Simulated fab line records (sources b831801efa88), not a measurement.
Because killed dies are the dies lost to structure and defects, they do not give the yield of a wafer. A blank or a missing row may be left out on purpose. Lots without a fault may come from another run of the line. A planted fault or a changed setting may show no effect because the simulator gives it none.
fab line records	flow sky130
record: lots: 6	wafers: 18	last_day: 50
route steps=708 shown PWDE@52 NWELL@56 PAD_OPEN@708
lots that met no fault: taken from a fault-free run of the same line
start_h: start of the lot's first displayed wafer, in hours after the record's first day	wait_h: hours elapsed since this lot's preceding step	" repeats the value in the row above	L1.1+2: several wafers, shown together as one row	- no value present, or no start provided	* or withheld: withheld	< > ~ a bound
route shown NAME@n: NAME is a module with steps in the file, n the number in the route of the first one	usual: mean and standard deviation over wafers with no fault	same: alike in all rows	chamber/n: place in a boat	sites: per-site readings	_std_site: the standard deviation of these	_edge_site: mean of outer sites minus mean of inner sites	radius_mm: how far each site lies from the wafer's centre	mask NAME#n: copy n	behind: the most recent tool/chamber to have shaped the wafer	hold: why the lot was held/for how many hours/how that ended	device: which transistor (n, p or np) failed to switch	end of line: tests run on the same wafers once the route is complete	where a step has no rows: the recipe by itself	killed: dies that structure and defects cost at the first sort, which is not the same as the wafer's yield	map: a wafer's dies, x killed, . not, _ none there
set.NAME: the setting the step ran with; set.NAME@STEP: the setting that earlier step ran with	model.NAME: the simulator's own value behind a step, which no gauge read
lots at selected steps of the route; one table per step, one row per wafer
services: when a tool's chamber went out of use (start_h, in hours from the record's first day, below 0 if earlier), for how many hours, and the reason
== steps ==
step: SKY_PWDE_OVL_MEAS_07
usual: PWDE_OVL: -0.4/1
lot.wafer	tool	chamber	start_h	wait_h	PWDE_OVL[nm]
L746.1	overlay-02	-	80.88	-	-1.2
L746.3	"	-	"	"	-1.3
L746.6	"	-	"	"	-0.7
L755.1	overlay-01	-	130.48	-	1.0
L755.2	"	-	"	"	0.1
L755.3	"	-	"	"	-0.4
L761.1	overlay-02	-	163.58	-	0.4
L761.3	"	-	"	"	-2.2
L761.5	"	-	"	"	0.7
L763.1	overlay-01	-	178.63	-	-0.1
L763.2	"	-	"	"	-0.2
L763.4	"	-	"	"	-1.4
L764.1	overlay-02	-	185.08	-	-1.7
L764.2	"	-	"	"	0.6
L764.5	"	-	"	"	1.2
L766.2	overlay-02	-	191.34	-	-0.7
L766.3	"	-	"	"	0.6
L766.5	"	-	"	"	0.0
step: SKY_PWDE_IMPLANT_08
recipe: species: B	energy_kev: 150	dose_cm2: 3.6e+12	tilt_deg: withheld
step: SKY_PWDE_STRIP_09
recipe: chemistry: O2/N2	power_w: 1400	pressure_mtorr: 1500	platen_temp_c: withheld	o2_flow_sccm: 3000	n2_flow_sccm: 300	overash_fraction: 0.5
usual: drypump_motor_current_A: 5.4/0.47	n2_flow_sccm: 300.1/0.82	o2_flow_sccm: 3000/8.1	oes_product_au: 0.722/0.0043	strip_time_to_endpoint_s: 36.94/0.1
lot.wafer	tool	chamber	start_h	wait_h	drypump_motor_current_A	n2_flow_sccm	o2_flow_sccm	oes_product_au	rf_hours_counter_h	strip_time_to_endpoint_s
L746.1	plasma_asher-04	0	81.07	0.1	5.0	301.5	3018	0.725	28	36.73
L746.3	"	0	"	"	5.0	300.7	3007	0.727	-	36.76
L746.6	"	1	"	"	5.2	301.1	3000	0.727	-	36.76
L755.1	plasma_asher-04	1	130.67	0.1	5.2	300.4	2991	0.727	33	36.96
L755.2	"	0	"	"	5.0	301.2	2996	0.726	33	37.00
L755.3	"	0	"	"	5.0	298.8	3004	0.719	-	36.95
L761.1	plasma_asher-03	0	163.77	0.1	5.2	300.8	2995	0.721	46	36.92
L761.3	"	1	"	"	6.1	300.5	2993	0.723	-	36.96
L761.5	"	0	"	"	5.2	300.4	2995	0.724	-	36.97
L763.1	plasma_asher-02	1	178.82	0.1	6.1	300.4	2987	0.721	5	37.03
L763.2	"	0	"	"	5.0	299.7	3013	0.719	5	36.89
L763.4	"	1	"	"	6.1	300.6	3011	0.721	-	36.98
L764.1	plasma_asher-03	0	185.27	0.1	5.2	300.2	2991	0.722	48	36.79
L764.2	"	1	"	"	6.0	301.5	3002	0.722	48	36.88
L764.5	"	1	"	"	6.0	299.3	2996	0.720	-	36.89
L766.2	plasma_asher-04	1	191.52	0.1	5.2	299.7	2996	0.722	39	36.98
L766.3	"	0	"	"	5.1	300.5	2998	0.714	-	36.96
L766.5	"	0	"	"	5.0	301.8	3008	0.729	-	37.15
step: SKY_PWDE_TW_MEAS_10
usual: PWDE_TW: 378.5/2.5
lot.wafer	tool	chamber	start_h	wait_h	PWDE_TW
L746.1	film_metro-01	-	81.17	0.1	381.5
L746.3	"	-	"	"	382.1
L746.6	"	-	"	"	385.6
L755.1	film_metro-01	-	130.77	0.1	380.1
L755.2	"	-	"	"	381.5
L755.3	"	-	"	"	379.8
L761.1	film_metro-01	-	163.87	0.1	378.3
L761.3	"	-	"	"	380.6
L761.5	"	-	"	"	381.8
L763.1	film_metro-01	-	178.92	0.1	381.6
L763.2	"	-	"	"	381.8
L763.4	"	-	"	"	379.4
L764.1	film_metro-01	-	185.37	0.1	382.9
L764.2	"	-	"	"	380.7
L764.5	"	-	"	"	380.6
L766.2	film_metro-02	-	191.63	0.1	376.0
L766.3	"	-	"	"	376.3
L766.5	"	-	"	"	374.3
step: SKY_NWELL_DEHYDRATE_03
recipe: temp_c: 200	time_s: 60
step: SKY_NWELL_HMDS_04
recipe: prime_time_s: 60	prime_temp_c: 120
step: SKY_NWELL_COAT_05
recipe: spin_rpm: 1961	resist_thk_nm: 3000
step: SKY_NWELL_SOFTBAKE_06
recipe: temp_c: 110	time_s: withheld
step: SKY_NWELL_EXPOSE_07
recipe: mask_id: NWM	na: 0.6	source_shape: conventional	sigma_outer: 0.6	polarization: unpolarized	target_cd_nm: 840	dose_mj: 255
step: SKY_NWELL_PEB_08
recipe: temp_c: 115	time_s: withheld
step: SKY_NWELL_DEVELOP_09
recipe: wall_angle_deg: 90	developer: TMAH	develop_time_s: 60	dev_temp_c: 23
step: SKY_NWELL_OVL_MEAS_10
usual: NWELL_00_OVL: 0.2/1.3
lot.wafer	tool	chamber	start_h	wait_h	NWELL_00_OVL[nm]
L746.1	overlay-01	-	97.18	-	0.7
L746.3	"	-	"	"	1.6
L746.6	"	-	"	"	2.7
L755.1	overlay-01	-	150.29	-	0.2
L755.2	"	-	"	"	-0.6
L755.3	"	-	"	"	-0.7
L761.1	overlay-02	-	184.09	-	-0.1
L761.3	"	-	"	"	1.4
L761.5	"	-	"	"	1.2
L763.1	overlay-02	-	199.78	-	1.5
L763.2	"	-	"	"	0.2
L763.4	"	-	"	"	1.7
L764.1	overlay-02	-	206.43	-	-0.1
L764.2	"	-	"	"	-0.3
L764.5	"	-	"	"	-1.1
L766.2	overlay-01	-	214.34	-	-3.3
L766.3	"	-	"	"	-1.8
L766.5	"	-	"	"	-2.6
step: SKY_NWELL_IMPLANT_11
recipe: species: P	energy_kev: 400	dose_cm2: 1.9e+13	tilt_deg: withheld
usual: beam_energy_keV: 400.01/0.13
lot.wafer	tool	chamber	start_h	wait_h	beam_energy_keV	model.implant.rp_nm	model.implant.drp_nm
L746.1	implanter-03	0	97.22	0.0	400.02	501.2	116.9
L746.3	"	0	"	"	400.13	501.2	116.9
L746.6	"	0	"	"	400.18	501.2	116.9
L755.1	implanter-04	0	150.33	0.0	400.05	487.3	116.9
L755.2	"	0	"	"	400.06	487.3	116.9
L755.3	"	0	"	"	400.14	487.3	116.9
L761.1	implanter-03	0	184.13	0.0	469.93	567.1	126.5
L761.3	"	0	"	"	469.68	567.1	126.5
L761.5	"	0	"	"	469.84	567.1	126.5
L763.1	implanter-03	0	199.82	0.0	470.02	583.1	126.5
L763.2	"	0	"	"	469.95	583.1	126.5
L763.4	"	0	"	"	469.96	583.1	126.5
L764.1	implanter-04	0	206.47	0.0	400.17	514.1	116.9
L764.2	"	0	"	"	400.17	514.1	116.9
L764.5	"	0	"	"	400.26	514.1	116.9
L766.2	implanter-02	0	214.39	0.0	400.24	495.6	116.9
L766.3	"	0	"	"	400.28	495.6	116.9
L766.5	"	0	"	"	400.19	495.6	116.9
step: SKY_NWELL_IMPLANT_12
recipe: species: P	energy_kev: 120	dose_cm2: 1.3e+12	tilt_deg: withheld
step: SKY_NWELL_IMPLANT_13
recipe: species: P	energy_kev: 50	dose_cm2: 7e+11	tilt_deg: withheld
step: SKY_NWELL_STRIP_14
recipe: chemistry: O2/N2	power_w: 1400	pressure_mtorr: 1500	platen_temp_c: withheld	o2_flow_sccm: 3000	n2_flow_sccm: 300	overash_fraction: 0.5
usual: drypump_motor_current_A: 5.6/0.48	n2_flow_sccm: 299.9/0.84	o2_flow_sccm: 3000/8.3	oes_product_au: 0.722/0.0044	strip_time_to_endpoint_s: 37.31/0.088
lot.wafer	tool	chamber	start_h	wait_h	drypump_motor_current_A	n2_flow_sccm	o2_flow_sccm	oes_product_au	rf_hours_counter_h	strip_time_to_endpoint_s
L746.1	plasma_asher-04	0	97.67	0.1	5.0	298.4	3011	0.730	30	37.27
L746.3	"	1	"	"	5.2	300.7	3002	0.720	-	37.29
L746.6	"	0	"	"	5.0	300.3	3007	0.721	-	37.35
L755.1	plasma_asher-03	1	150.78	0.1	6.1	300.9	3008	0.724	45	37.28
L755.2	"	0	"	"	5.2	299.8	2993	0.725	45	37.13
L755.3	"	1	"	"	6.1	299.5	3000	0.718	-	37.31
L761.1	plasma_asher-01	1	184.58	0.1	5.6	299.2	3009	0.729	50	37.31
L761.3	"	0	"	"	6.3	300.3	3001	0.724	-	37.29
L761.5	"	0	"	"	6.3	301.0	3004	0.722	-	37.25
L763.1	plasma_asher-01	1	200.27	0.1	5.7	299.5	3006	0.723	51	37.30
L763.2	"	0	"	"	6.3	301.4	2996	0.724	51	37.36
L763.4	"	0	"	"	6.3	301.4	2994	0.715	-	37.34
L764.1	plasma_asher-01	1	206.92	0.1	5.7	300.3	3015	0.726	52	37.48
L764.2	"	0	"	"	6.3	299.7	2992	0.724	52	37.42
L764.5	"	1	"	"	5.6	299.7	3011	0.721	-	37.46
L766.2	plasma_asher-03	1	214.82	0.1	6.1	300.3	2995	0.723	51	37.45
L766.3	"	1	"	"	6.1	299.8	2992	0.721	-	37.42
L766.5	"	1	"	"	6.1	299.3	3007	0.710	-	37.40
step: SKY_NWELL_TW_MEAS_15
usual: NWELL_TW: 1846/9.7
lot.wafer	tool	chamber	start_h	wait_h	NWELL_TW
L746.1	film_metro-01	-	97.77	0.1	1842
L746.3	"	-	"	"	1847
L746.6	"	-	"	"	1843
L755.1	film_metro-01	-	150.88	0.1	1857
L755.2	"	-	"	"	1849
L755.3	"	-	"	"	1845
L761.1	film_metro-04	-	184.68	0.1	1863
L761.3	"	-	"	"	1861
L761.5	"	-	"	"	1863
L763.1	film_metro-01	-	200.37	0.1	1881
L763.2	"	-	"	"	1877
L763.4	"	-	"	"	1877
L764.1	film_metro-01	-	207.02	0.1	1848
L764.2	"	-	"	"	1840
L764.5	"	-	"	"	1840
L766.2	film_metro-01	-	214.93	0.1	1845
L766.3	"	-	"	"	1842
L766.5	"	-	"	"	1834
step: SKY_NWELL_DEHYDRATE_16
recipe: temp_c: 200	time_s: 60
step: SKY_NWELL_HMDS_17
recipe: prime_time_s: 60	prime_temp_c: 120
step: SKY_NWELL_COAT_18
recipe: spin_rpm: 2000	resist_thk_nm: 3000
step: SKY_NWELL_SOFTBAKE_19
recipe: temp_c: 110	time_s: withheld
step: SKY_NWELL_EXPOSE_20
recipe: mask_id: NWM_COMPLEMENT	na: 0.6	source_shape: conventional	sigma_outer: 0.6	polarization: unpolarized	target_cd_nm: 840	dose_mj: 266.1
step: SKY_NWELL_PEB_21
recipe: temp_c: 115	time_s: withheld
step: SKY_NWELL_DEVELOP_22
recipe: wall_angle_deg: 90	developer: TMAH	develop_time_s: 60	dev_temp_c: 23
step: SKY_NWELL_OVL_MEAS_23
usual: NWELL_01_OVL: 0.3/1.3
lot.wafer	tool	chamber	start_h	wait_h	NWELL_01_OVL[nm]
L746.1	overlay-01	-	115.23	-	0.8
L746.3	"	-	"	"	-1.4
L746.6	"	-	"	"	-1.4
L755.1	overlay-01	-	170.69	-	1.2
L755.2	"	-	"	"	0.7
L755.3	"	-	"	"	1.0
L761.1	overlay-01	-	205.54	-	0.2
L761.3	"	-	"	"	0.8
L761.5	"	-	"	"	-1.1
L763.1	overlay-02	-	223.44	-	-1.3
L763.2	"	-	"	"	-0.1
L763.4	"	-	"	"	0.8
L764.1	overlay-02	-	228.58	-	0.8
L764.2	"	-	"	"	-2.4
L764.5	"	-	"	"	-0.8
L766.2	overlay-02	-	237.04	-	2.3
L766.3	"	-	"	"	1.8
L766.5	"	-	"	"	1.8
step: SKY_NWELL_IMPLANT_24
recipe: species: B	energy_kev: 140	dose_cm2: 9.2e+12	tilt_deg: withheld
step: SKY_NWELL_STRIP_25
recipe: chemistry: O2/N2	power_w: 1400	pressure_mtorr: 1500	platen_temp_c: withheld	o2_flow_sccm: 3000	n2_flow_sccm: 300	overash_fraction: 0.5
usual: drypump_motor_current_A: 5.3/0.4	n2_flow_sccm: 300.1/0.84	o2_flow_sccm: 3000/8.7	oes_product_au: 0.723/0.0042	strip_time_to_endpoint_s: 36.95/0.1
lot.wafer	tool	chamber	start_h	wait_h	drypump_motor_current_A	n2_flow_sccm	o2_flow_sccm	oes_product_au	rf_hours_counter_h	strip_time_to_endpoint_s
L746.1	plasma_asher-04	1	115.42	0.1	5.2	300.4	3007	0.730	31	36.84
L746.3	"	0	"	"	5.0	300.0	3003	0.716	-	36.77
L746.6	"	0	"	"	5.0	300.2	2992	0.724	-	36.79
L755.1	plasma_asher-03	0	170.88	0.1	5.2	300.1	3009	0.722	46	37.04
L755.2	"	1	"	"	6.1	300.6	3007	0.729	46	36.98
L755.3	"	0	"	"	5.2	299.7	3023	0.727	-	37.15
L761.1	plasma_asher-04	0	205.73	0.1	5.0	300.7	3007	0.720	40	36.84
L761.3	"	0	"	"	5.0	300.8	2997	0.722	-	36.85
L761.5	"	0	"	"	5.0	300.2	3000	0.720	-	36.87
L763.1	plasma_asher-04	1	223.63	0.1	5.2	302.0	2994	0.727	42	36.78
L763.2	"	0	"	"	5.0	299.0	3001	0.722	42	36.81
L763.4	"	0	"	"	5.0	300.3	3001	0.721	-	36.87
L764.1	plasma_asher-03	0	228.77	0.1	5.2	298.9	3008	0.725	52	37.10
L764.2	"	1	"	"	6.1	299.7	3013	0.730	52	37.12
L764.5	"	0	"	"	5.2	299.1	2989	0.724	-	37.11
L766.2	plasma_asher-04	1	237.22	0.1	5.2	299.3	3009	0.722	43	36.94
L766.3	"	0	"	"	5.0	299.4	2998	0.722	-	36.93
L766.5	"	1	"	"	5.2	297.7	2994	0.722	-	36.83
step: SKY_NWELL_TW_MEAS_26
usual: NWELL_2_TW: 502.9/2.6
lot.wafer	tool	chamber	start_h	wait_h	NWELL_2_TW
L746.1	film_metro-01	-	115.52	0.1	504.6
L746.3	"	-	"	"	504.1
L746.6	"	-	"	"	503.9
L755.1	film_metro-04	-	170.98	0.1	502.1
L755.2	"	-	"	"	500.0
L755.3	"	-	"	"	500.5
L761.1	film_metro-04	-	205.83	0.1	502.1
L761.3	"	-	"	"	500.5
L761.5	"	-	"	"	502.2
L763.1	film_metro-02	-	223.73	0.1	502.9
L763.2	"	-	"	"	500.6
L763.4	"	-	"	"	500.9
L764.1	film_metro-04	-	228.87	0.1	505.6
L764.2	"	-	"	"	501.3
L764.5	"	-	"	"	500.9
L766.2	film_metro-02	-	237.33	0.1	500.3
L766.3	"	-	"	"	501.1
L766.5	"	-	"	"	502.9
step: SKY_NWELL_CLEAN_27
recipe: chemistry: SC1/SC2	mix: 1:4:20	temp_c: 70	time_s: 150	dry: n2_spin
step: SKY_NWELL_RTA_28
recipe: temp_c: 1050	time_s: 30	idle_temp_c: 650	ramp_up_c_per_s: 150	ramp_down_c_per_s: 90	ambient: N2
usual: lamp_power_pct: 25.30/0.048	wafer_temp_C_max: 1054.7/0.85
lot.wafer	tool	chamber	start_h	wait_h	lamp_power_pct	wafer_temp_C_max
L746.1	rtp_anneal-01	0	115.69	0.0	25.25	1055.5
L746.3	"	0	"	"	25.18	1055.2
L746.6	"	0	"	"	25.32	1054.8
L755.1	rtp_anneal-02	0	171.09	0.0	25.42	1054.2
L755.2	"	0	"	"	25.27	1054.3
L755.3	"	0	"	"	25.32	1057.2
L761.1	rtp_anneal-01	0	205.94	0.0	25.23	1055.0
L761.3	"	0	"	"	25.29	1055.1
L761.5	"	0	"	"	25.31	1055.0
L763.1	rtp_anneal-02	0	223.84	0.0	25.27	1053.8
L763.2	"	0	"	"	25.34	1056.5
L763.4	"	0	"	"	25.37	1054.1
L764.1	rtp_anneal-01	0	228.98	0.0	25.24	1055.0
L764.2	"	0	"	"	25.25	1054.5
L764.5	"	0	"	"	25.26	1053.8
L766.2	rtp_anneal-02	0	237.45	0.0	25.32	1054.3
L766.3	"	0	"	"	25.27	1056.4
L766.5	"	0	"	"	25.33	1055.3
step: SKY_NWELL_RS_MEAS_29
recipe: thk_meas_gauge: four-point-probe
usual: NWELL_RS: 624.4/1.3
lot.wafer	tool	chamber	start_h	wait_h	NWELL_RS[ohm/sq]
L746.1	film_metro-01	-	115.79	0.1	622.6
L746.3	"	-	"	"	622.0
L746.6	"	-	"	"	622.0
L755.1	film_metro-02	-	171.19	0.1	625.9
L755.2	"	-	"	"	624.9
L755.3	"	-	"	"	624.2
L761.1	film_metro-02	-	206.04	0.1	604.6
L761.3	"	-	"	"	604.9
L761.5	"	-	"	"	605.9
L763.1	film_metro-04	-	223.94	0.1	603.0
L763.2	"	-	"	"	603.9
L763.4	"	-	"	"	604.6
L764.1	film_metro-01	-	229.08	0.1	624.4
L764.2	"	-	"	"	623.2
L764.5	"	-	"	"	622.7
L766.2	film_metro-01	-	237.55	0.1	624.0
L766.3	"	-	"	"	626.6
L766.5	"	-	"	"	624.0
step: SKY_PAD_OPEN_PROBE_99
usual: killed_at_M0_to_M3: 45/6.8	killed_at_M4_up: 3.1/2	killed_at_contacts: 23/5.2	killed_at_front_end: 14/3.7	killed_at_other: 0.3/0.61	killed_dies: 86/9	killed_open: 46/6.9	killed_short: 39/6.4
same: gross_dies: 492	killed_at_back_side: 0
lot.wafer	tool	chamber	start_h	wait_h	killed_at_M0_to_M3	killed_at_M4_up	killed_at_contacts	killed_at_front_end	killed_at_other	killed_dies	killed_open	killed_short	model.etest.nfet_16v.r_on_ohm_um	model.etest.pfet_16v.r_on_ohm_um	model.etest.res_nwell.line_ohm_um	model.etest.res_nwell.rs_ohm_sq	model.etest.pfet_g5v0d10v5.r_on_ohm_um	model.etest.tip_p_5v.rs_ohm_sq	model.etest.pfet_16v.drive_ua_um	model.etest.pfet_g5v0d10v5.drive_ua_um
L746.1	prober-01	-	1087.96	0.1	37	3	27	14	2	83	50	32	1.43e+04	1.518e+04	1137	935.5	4770	2843	246.5	337.7
L746.3	prober-01	-	1088.06	0.2	39	2	25	19	0	85	40	45	1.427e+04	1.538e+04	1164	960.7	4725	2874	243.4	345.1
L746.6	prober-01	-	1088.21	0.2	31	6	16	13	0	66	32	33	1.438e+04	1.532e+04	1153	955.3	4735	2863	245.8	345.6
L755.1	prober-02	-	1139.16	0.1	48	2	23	14	1	88	43	45	1.419e+04	1.546e+04	1158	971.6	4838	2874	241.7	330.9
L755.2	prober-02	-	1139.21	0.1	43	3	22	12	0	80	42	37	1.433e+04	1.525e+04	1126	955.5	4900	2870	242.2	330.7
L755.3	prober-02	-	1139.26	0.2	37	1	31	14	0	83	55	28	1.413e+04	1.523e+04	1142	964.3	4803	2864	240.4	335.1
L761.1	prober-02	-	1167.19	0.1	40	0	22	15	1	78	46	32	1.586e+04	1.444e+04	930.1	780.3	4729	2740	257.6	349.1
L761.3	prober-02	-	1167.29	0.2	51	2	27	17	0	97	55	42	1.58e+04	1.453e+04	929.1	779.3	4667	2752	260.4	349.7
L761.5	prober-02	-	1167.39	0.2	48	3	26	17	0	94	51	42	1.564e+04	1.433e+04	915.2	774	4719	2756	262.1	346.4
L763.1	prober-02	-	1182.95	0.1	47	2	23	12	1	85	40	43	1.625e+04	1.437e+04	904.9	763.1	4599	2722	264.9	360.4
L763.2	prober-02	-	1183.00	0.1	42	5	31	11	0	89	55	34	1.628e+04	1.43e+04	910.3	756.8	4564	2714	268.9	367.3
L763.4	prober-02	-	1183.10	0.2	44	3	21	7	0	75	38	37	1.638e+04	1.441e+04	912.6	762.1	4595	2722	263.5	361.7
L764.1	prober-01	-	1187.63	0.1	45	2	19	20	0	86	48	38	1.406e+04	1.483e+04	1038	871.7	4704	2829	247.1	344.1
L764.2	prober-01	-	1187.68	0.1	44	9	32	19	1	105	49	56	1.41e+04	1.507e+04	1055	882.7	4749	2803	244.9	342
L764.5	prober-01	-	1187.83	0.2	55	10	26	10	0	101	51	50	1.418e+04	1.498e+04	1058	874.5	4768	2859	243.2	338.2
L766.2	prober-02	-	1199.11	0.1	42	5	17	16	0	80	44	36	1.412e+04	1.544e+04	1155	976	4670	2853	244.4	346.2
L766.3	prober-02	-	1199.16	0.2	49	4	21	18	2	94	54	40	1.417e+04	1.521e+04	1144	956.8	4752	2852	249.6	344.1
L766.5	prober-02	-	1199.26	0.2	46	6	23	15	1	91	48	43	1.427e+04	1.532e+04	1149	958.3	4760	2813	246.3	336.1
killed by level:class
L746.1 CONTACT:geometric_particle:open=11 VIA1:geometric_particle:open=9 POLY_GATE:geometric_particle:open=7 VIA3:geometric_particle:open=7 LI_CONTACT:geometric_particle:open=6 VIA2:geometric_particle:open=5 LI_CONTACT:geometric_particle:short=4 METAL1:geometric_particle:short=4
L746.3 CONTACT:geometric_particle:open=7 CONTACT:geometric_particle:short=7 VIA1:geometric_particle:open=7 POLY_GATE:geometric_particle:short=6 LI_CONTACT:geometric_particle:open=6 METAL2:geometric_particle:short=6 VIA3:geometric_particle:short=6 POLY_GATE:geometric_particle:open=5
L746.6 VIA1:geometric_particle:open=8 METAL1:geometric_particle:short=7 CONTACT:geometric_particle:open=7 LI_CONTACT:geometric_particle:open=4 VIA2:geometric_particle:open=4 VIA3:geometric_particle:short=4 METAL4:geometric_particle:short=4 POLY_GATE:geometric_particle:short=3
L755.1 VIA2:geometric_particle:open=11 CONTACT:geometric_particle:open=9 LI_CONTACT:geometric_particle:open=7 METAL1:geometric_particle:short=7 VIA1:geometric_particle:open=7 METAL2:geometric_particle:short=7 POLY_GATE:geometric_particle:short=5 FIELD_ISO:geometric_particle:short=4
L755.2 VIA1:geometric_particle:open=13 VIA3:geometric_particle:open=9 CONTACT:geometric_particle:open=7 METAL2:geometric_particle:short=6 LI_CONTACT:geometric_particle:open=5 POLY_GATE:geometric_particle:short=4 VIA1:geometric_particle:short=4 VIA3:geometric_particle:short=4
L755.3 CONTACT:geometric_particle:open=12 LI_CONTACT:geometric_particle:open=11 VIA1:geometric_particle:open=9 VIA2:geometric_particle:open=8 METAL1:geometric_particle:short=6 POLY_GATE:geometric_particle:open=5 POLY_GATE:geometric_particle:short=5 LOCAL_INTERCONNECT:geometric_particle:short=5
L761.1 CONTACT:geometric_particle:open=11 VIA1:geometric_particle:open=10 METAL2:geometric_particle:short=9 VIA2:geometric_particle:open=6 LI_CONTACT:geometric_particle:open=5 FIELD_ISO:geometric_particle:open=4 POLY_GATE:geometric_particle:open=4 METAL1:geometric_particle:short=4
L761.3 CONTACT:geometric_particle:open=11 VIA3:geometric_particle:short=10 VIA3:geometric_particle:open=10 LI_CONTACT:geometric_particle:open=8 FIELD_ISO:geometric_particle:short=7 VIA2:geometric_particle:open=7 VIA1:geometric_particle:open=7 POLY_GATE:geometric_particle:open=4
L761.5 CONTACT:geometric_particle:open=13 VIA1:geometric_particle:open=12 METAL1:geometric_particle:short=7 VIA2:geometric_particle:open=6 VIA3:geometric_particle:open=6 VIA3:geometric_particle:short=5 LI_CONTACT:geometric_particle:open=4 METAL2:geometric_particle:short=4
L763.1 VIA1:geometric_particle:open=8 LI_CONTACT:geometric_particle:open=8 VIA1:geometric_particle:short=7 VIA3:geometric_particle:open=7 CONTACT:geometric_particle:open=6 METAL1:geometric_particle:short=5 METAL2:geometric_particle:short=5 VIA3:geometric_particle:short=5
L763.2 CONTACT:geometric_particle:open=13 VIA2:geometric_particle:open=8 VIA1:geometric_particle:open=7 VIA1:geometric_particle:short=7 VIA3:geometric_particle:open=7 CONTACT:geometric_particle:short=6 LI_CONTACT:geometric_particle:open=6 FIELD_ISO:geometric_particle:open=4
L763.4 CONTACT:geometric_particle:open=10 VIA2:geometric_particle:open=8 METAL1:geometric_particle:short=7 VIA1:geometric_particle:open=6 METAL2:geometric_particle:short=6 CONTACT:geometric_particle:short=5 VIA3:geometric_particle:open=5 VIA1:geometric_particle:short=4
L764.1 METAL2:geometric_particle:short=10 VIA1:geometric_particle:open=9 CONTACT:geometric_particle:open=8 FIELD_ISO:geometric_particle:open=6 POLY_GATE:geometric_particle:open=6 LI_CONTACT:geometric_particle:short=5 VIA2:geometric_particle:open=5 METAL1:geometric_particle:short=4
L764.2 CONTACT:geometric_particle:open=10 VIA1:geometric_particle:open=8 METAL2:geometric_particle:short=8 LI_CONTACT:geometric_particle:open=7 METAL4:geometric_particle:short=7 FIELD_ISO:geometric_particle:short=6 POLY_GATE:geometric_particle:short=6 VIA2:geometric_particle:open=6
L764.5 VIA1:geometric_particle:open=13 VIA2:geometric_particle:open=9 VIA1:geometric_particle:short=8 METAL4:geometric_particle:short=7 CONTACT:geometric_particle:short=6 LI_CONTACT:geometric_particle:open=6 CONTACT:geometric_particle:open=6 VIA3:geometric_particle:open=6
L766.2 VIA1:geometric_particle:open=8 METAL2:geometric_particle:short=7 CONTACT:geometric_particle:open=7 VIA3:geometric_particle:open=7 POLY_GATE:geometric_particle:open=6 LI_CONTACT:geometric_particle:open=6 VIA1:geometric_particle:short=5 FIELD_ISO:geometric_particle:short=4
L766.3 VIA1:geometric_particle:open=12 VIA3:geometric_particle:open=9 LI_CONTACT:geometric_particle:open=8 METAL2:geometric_particle:short=7 VIA1:geometric_particle:short=6 FIELD_ISO:geometric_particle:open=5 VIA2:geometric_particle:open=5 CONTACT:geometric_particle:open=5
L766.5 VIA1:geometric_particle:open=12 LI_CONTACT:geometric_particle:open=8 VIA3:geometric_particle:open=8 CONTACT:geometric_particle:open=6 METAL2:geometric_particle:short=6 METAL1:geometric_particle:short=5 FIELD_ISO:geometric_particle:open=4 VIA2:geometric_particle:short=4
== services ==
tool	chamber	start_h	hours	kind
implanter-02	-	64.33	3.6	pm
plasma_asher-04	-	74.31	2.0	repair
plasma_asher-01	-	80.04	0.5	repair
implanter-03	-	81.72	4.4	repair
implanter-04	-	87.20	2.5	repair
plasma_asher-02	-	106.94	0.5	repair
plasma_asher-02	-	108.75	9.0	pm
plasma_asher-02	0	108.75	9.0	vent_cycle
plasma_asher-02	1	108.75	9.0	vent_cycle
plasma_asher-02	0	117.75	-	clean
plasma_asher-02	1	117.75	-	clean
implanter-02	-	158.29	1.1	repair
implanter-04	-	166.37	2.8	pm
plasma_asher-03	-	174.20	0.9	repair
implanter-04	-	215.44	7.0	repair
implanter-03	-	220.57	2.6	repair
implanter-03	-	221.53	3.0	repair
implanter-02	-	233.94	150.4	pm
plasma_asher-03	-	237.18	1.0	repair
== key ==
first_sign: step: SKY_NWELL_IMPLANT_11	reading: beam_energy_keV	direction: up	sigmas: 99+	usual: *	struck: *
effect: step: SKY_NWELL_TW_MEAS_15	reading: NWELL_TW	direction: up	sigmas: 2.5	usual: 1846	struck: 1870
effect: step: SKY_NWELL_RS_MEAS_29	reading: NWELL_RS	direction: down	sigmas: 15	usual: 624.4	struck: 604.5
model_effect: step: SKY_NWELL_IMPLANT_11	value: implant.rp_nm	without: 497.9	struck: 575.1
model_effect: step: SKY_PAD_OPEN_PROBE_99	value: etest.nfet_16v.r_on_ohm_um	without: 1.424e+04	struck: 1.603e+04
met_at SKY_NWELL_IMPLANT_11
struck_wafers L761.1,L761.3,L761.5,L763.1,L763.2,L763.4
tester_left_out L761,L763
onset_between 97.22 184.13
fault: kind: process_parameter_drift	tool: implanter-03	chamber: -	onset_h: 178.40	steps: SKY_NWELL_IMPLANT_11	channel: energy_kev	offset: *	shape: step	end_h: 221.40	acts_in: *	stated: *
tester_left_out: of these lots the tester's yield and bins aren't shown, on N5 and GAA mostly nor the transistor test; their killed dies are dies lost to structure and defects alone, not to doping, threshold or leakage, so they don't give the yield
